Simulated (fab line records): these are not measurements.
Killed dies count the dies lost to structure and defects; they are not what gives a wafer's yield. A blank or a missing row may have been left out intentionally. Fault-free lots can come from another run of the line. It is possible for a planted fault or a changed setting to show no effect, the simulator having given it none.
Which tool was responsible? | flow gf180mcu | 11 lots, 33 wafers sampled, at 5 steps of a route of 602

== WHAT THE GAUGES SHOWED, per wafer ==
GF_V3_BOW_MEAS_05. Usual: for V3_BOW the level is 114 um and the standard deviation is 9.4.
lot  | measured     | on            | V3_BOW (um) | flag
L819 | day 21 20:22 | film metro-02 | 117 105 104 |
L820 | day 22 07:47 | film metro-04 | 120 121 122 |
L824 | day 23 09:35 | film metro-02 | 116 103 112 |
L825 | day 23 14:33 | film metro-02 | 98 113 106  |
L827 | day 24 17:23 | film metro-04 | 121 121 129 |
L828 | day 24 19:43 | film metro-01 | 128 123 127 |
L829 | day 24 22:32 | film metro-04 | 98 108 82   |
L831 | day 25 21:19 | film metro-02 | 116 126 122 |
L835 | day 27 04:05 | film metro-04 | 105 104 110 |
L837 | day 27 17:57 | film metro-02 | 99 112 115  |
L839 | day 28 21:32 | film metro-02 | 118 100 122 |

== TOOL THAT RAN EACH LOT (tool first, then ch and the chambers of the sampled wafers, then the start) ==
lot  | GF_V2_SPUTTER_21             | GF_M3_SPUTTER_03             | GF_M3_METAL_ETCH_16               | GF_M3_STRIP_17
L819 | pvd sputter-03, day 20 18:14 | pvd sputter-01, day 20 19:05 | rie metal-02 ch 0,1, day 21 18:45 | plasma asher-03 ch 0,1, day 21 18:52
L820 | pvd sputter-02, day 21 06:10 | pvd sputter-04, day 21 07:02 | rie metal-04 ch 0, day 22 06:29   | plasma asher-04 ch 0,1, day 22 06:41
L824 | pvd sputter-03, day 22 08:35 | pvd sputter-04, day 22 09:26 | rie metal-02 ch 0,1, day 23 08:20 | plasma asher-02 ch 1, day 23 08:29
L825 | pvd sputter-03, day 22 13:59 | pvd sputter-01, day 22 14:50 | rie metal-04 ch 0,1, day 23 13:20 | plasma asher-03 ch 0,1, day 23 13:26
L827 | pvd sputter-04, day 23 16:45 | pvd sputter-01, day 23 17:38 | rie metal-02 ch 0,1, day 24 16:09 | plasma asher-02 ch 0,1, day 24 16:16
L828 | pvd sputter-02, day 23 18:59 | pvd sputter-04, day 23 19:50 | rie metal-03 ch 0,1, day 24 18:19 | plasma asher-04 ch 0,1, day 24 18:26
L829 | pvd sputter-03, day 23 22:20 | pvd sputter-02, day 23 23:11 | rie metal-02 ch 0,1, day 24 21:17 | plasma asher-03 ch 0,1, day 24 21:23
L831 | pvd sputter-04, day 24 21:31 | pvd sputter-02, day 24 22:22 | rie metal-03 ch 0,1, day 25 20:05 | plasma asher-03 ch 0, day 25 20:11
L835 | pvd sputter-03, day 26 05:06 | pvd sputter-04, day 26 05:57 | rie metal-03 ch 0,1, day 27 02:53 | plasma asher-04 ch 0,1, day 27 02:59
L837 | pvd sputter-04, day 26 18:49 | pvd sputter-02, day 26 19:40 | rie metal-04 ch 0,1, day 27 16:41 | plasma asher-04 ch 0,1, day 27 16:47
L839 | pvd sputter-02, day 27 23:29 | pvd sputter-01, day 28 00:20 | rie metal-02 ch 0, day 28 20:15   | plasma asher-03 ch 0,1, day 28 20:22
- GF_V2_SPUTTER_21: material Ti, target thk 15 nm, time 80.02 s.
- GF_M3_SPUTTER_03: material Ti, target thk 10 nm, time 6.7 s.
- GF_M3_METAL_ETCH_16: etches the open film in Cl2/BCl3, stops on SiO2, target depth 627.5 nm, time 104.6 s.
- GF_M3_STRIP_17: strips in O2/N2.

== AS READ BY THE TOOLS THEMSELVES (means over the sampled wafers that have a number; for cases with no such wafer, the mark the record gives instead) ==
GF_V2_SPUTTER_21. Usual: 30.0 % for throttle valve pct, sd 1.1.
lot  | tool           | throttle valve pct (%) | flag
L819 | pvd sputter-03 | 30.3                   |
L820 | pvd sputter-02 | 29.9                   |
L824 | pvd sputter-03 | 30.3                   |
L825 | pvd sputter-03 | 29.7                   |
L827 | pvd sputter-04 | 28.9                   |
L828 | pvd sputter-02 | 29.7                   |
L829 | pvd sputter-03 | 30.7                   |
L831 | pvd sputter-04 | 28.7                   |
L835 | pvd sputter-03 | 30.5                   |
L837 | pvd sputter-04 | 28.7                   |
L839 | pvd sputter-02 | 29.0                   |

GF_M3_SPUTTER_03. Usual: 29.7 % for throttle valve pct, sd 1.5.
lot  | tool           | throttle valve pct (%) | flag
L819 | pvd sputter-01 | 30.6                   |
L820 | pvd sputter-04 | 28.9                   |
L824 | pvd sputter-04 | 28.0                   |
L825 | pvd sputter-01 | 29.0                   |
L827 | pvd sputter-01 | 29.3                   |
L828 | pvd sputter-04 | 30.0                   |
L829 | pvd sputter-02 | 30.8                   |
L831 | pvd sputter-02 | 31.1                   |
L835 | pvd sputter-04 | 29.1                   |
L837 | pvd sputter-02 | 29.9                   |
L839 | pvd sputter-01 | 29.5                   |

GF_M3_METAL_ETCH_16. Usual: bias w 140.1 W, standard deviation 0.45; drypump motor current A 5.7 A, standard deviation 0.33; oes product au 0.973 a.u., standard deviation 0.0058; throttle valve pct 28.249 %, standard deviation 0.009.
lot  | tool         | bias w (W) | drypump motor current A (A) | oes product au (a.u.) | throttle valve pct (%) | flag
L819 | rie metal-02 | 140.6      | 6.0                         | 0.973                 | 28.253                 |
L820 | rie metal-04 | 140.0      | 5.4                         | 0.968                 | 28.253                 |
L824 | rie metal-02 | 140.0      | 6.0                         | 0.972                 | 28.255                 |
L825 | rie metal-04 | 140.1      | 5.1                         | 0.976                 | 28.250                 |
L827 | rie metal-02 | 151.9      | 5.9                         | 0.972                 | 28.241                 | OFF
L828 | rie metal-03 | 139.6      | 5.6                         | 0.973                 | 28.243                 |
L829 | rie metal-02 | 152.2      | 5.9                         | 0.970                 | 28.248                 | OFF
L831 | rie metal-03 | 139.8      | 5.6                         | 0.978                 | 28.243                 |
L835 | rie metal-03 | 139.7      | 5.6                         | 0.972                 | 28.253                 |
L837 | rie metal-04 | 139.8      | 5.1                         | 0.976                 | 28.256                 |
L839 | rie metal-02 | 140.5      | 6.2                         | 0.969                 | 28.267                 |

GF_M3_STRIP_17. Usual: drypump motor current A 5.6 A, standard deviation 0.55; heater power w 355 W, standard deviation 59; oes product au 0.558 a.u., standard deviation 0.0047; strip time to endpoint s 7.87 s, standard deviation 0.033.
lot  | tool            | drypump motor current A (A) | heater power w (W) | oes product au (a.u.) | strip time to endpoint s (s) | flag
L819 | plasma asher-03 | 5.9                         | 331                | 0.566                 | 7.93                         |
L820 | plasma asher-04 | 5.4                         | 310                | 0.549                 | 7.84                         |
L824 | plasma asher-02 | 4.9                         | 342                | 0.557                 | 7.85                         |
L825 | plasma asher-03 | 6.1                         | 339                | 0.556                 | 7.89                         |
L827 | plasma asher-02 | 5.6                         | 432                | 0.555                 | 7.80                         |
L828 | plasma asher-04 | 5.4                         | 315                | 0.558                 | 7.89                         |
L829 | plasma asher-03 | 6.0                         | 330                | 0.551                 | 7.78                         |
L831 | plasma asher-03 | 6.3                         | 357                | 0.561                 | 7.87                         |
L835 | plasma asher-04 | 5.1                         | 353                | 0.565                 | 7.86                         |
L837 | plasma asher-04 | 5.4                         | 314                | 0.559                 | 7.87                         |
L839 | plasma asher-03 | 5.9                         | 332                | 0.557                 | 7.84                         |

== THE ANSWER, worked out from the rows above alone ==
Rule: a lot counts as off when the mean over its wafers that have a number is more than 3 standard deviations away from the usual mean. Also off: a lot with no number at a reading for which 4 or more lots have one. Any other lot the step has rows for is counted as sound. After the gauges, taken in route order, come the tools' own readings; for these a lot's mean is taken, as printed above. The first step at which some lot is off is used, and at that step the reading that is off furthest; a lot without a number counts as furthest.
Off: L827, L829 (GF_M3_METAL_ETCH_16, bias w).
A tool fits if, at that step or a process step before it, it ran every lot that is off, and no sound lot after the first of them. None of those tried fits.

== WHAT WAS PUT IN BY THE SIMULATOR ==
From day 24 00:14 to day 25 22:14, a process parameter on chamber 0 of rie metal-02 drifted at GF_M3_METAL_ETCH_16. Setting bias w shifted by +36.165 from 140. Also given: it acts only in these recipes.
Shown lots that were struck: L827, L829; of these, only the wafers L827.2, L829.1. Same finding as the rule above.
